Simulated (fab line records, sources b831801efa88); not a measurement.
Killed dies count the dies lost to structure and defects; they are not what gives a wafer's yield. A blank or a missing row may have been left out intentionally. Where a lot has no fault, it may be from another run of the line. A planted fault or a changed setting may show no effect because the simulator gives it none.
2 desks looking at one fault :: flow gf180mcu :: numbers are kept per desk, each desk with only its own; the story behind them comes last

## FOR THE TOOL OWNER'S DESK: hdpcvd-01
The tool's own readings at GF_V3_CVD_00 (deposits SiO2, target thk 600 nm, time 100 s): means of the sampled wafers that have a number, for each lot that ran on this tool. Marked OUT: a lot whose mean sits more than 4 standard deviations from the usual mean, which makes it out of limits; the brackets give that distance.
Columns: A = sih4_flow_sccm at GF_V3_CVD_00, usual 59.96 sccm
lot: L474
first seen here: day 25 01:13
A: 59.79

lot: L476
first seen here: day 25 18:14
A: 55.95 (-24) OUT

lot: L487
first seen here: day 28 21:46
A: 60.03
This desk finds L476 out of limits, L476 being first, at day 25 18:14 (sih4_flow_sccm at GF_V3_CVD_00). L474, L487 stayed within limits.

## FROM THE METROLOGY DESK
What the gauges read, lot by lot, whatever tool the lot ran on: means of the sampled wafers that have a number. Marked OUT: a lot whose mean sits more than 4 standard deviations from the usual mean, which makes it out of limits; the brackets give that distance.
Columns: A = V3_CVD_00_THK at GF_V3_THK_MEAS_01, usual 602 nm
lot: L465
first seen here: day 21 17:29
A: 598

lot: L467
first seen here: day 22 18:19
A: 611

lot: L470
first seen here: day 23 14:07
A: 592

lot: L471
first seen here: day 24 00:05
A: 598

lot: L472
first seen here: day 24 08:53
A: 595

lot: L474
first seen here: day 25 01:17
A: 607

lot: L476
first seen here: day 25 18:19
A: 560 (-4.9) OUT

lot: L477
first seen here: day 25 19:59
A: 605

lot: L484
first seen here: day 27 22:46
A: 612

lot: L485
first seen here: day 28 04:00
A: 607

lot: L486
first seen here: day 28 11:12
A: 606

lot: L487
first seen here: day 28 21:50
A: 608
This desk's result: L476 out of limits, first on L476 (V3_CVD_00_THK at GF_V3_THK_MEAS_01), day 25 18:19. L465, L467, L470, L471, L472, L474, L477, L484, L485, L486, L487 stayed within limits.

## PUT TOGETHER
The tool owner's desk had the chance to raise an alarm at day 25 18:14 on L476.
The metrology desk could have raised an alarm at day 25 18:19, on L476.
The lots listed all ran GF_V3_CVD_00 on hdpcvd-01.

## WHAT THE SIMULATOR HAD INSERTED
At GF_V3_CVD_00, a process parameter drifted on hdpcvd-01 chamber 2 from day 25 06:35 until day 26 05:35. Setting sih4_flow_sccm shifted by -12 from 60. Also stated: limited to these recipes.
Struck lots among those shown: L476.
Delay (hours) between the fault's onset and each desk's first out-of-limits reading: 12 at the tool owner's desk, 12 at the metrology desk.
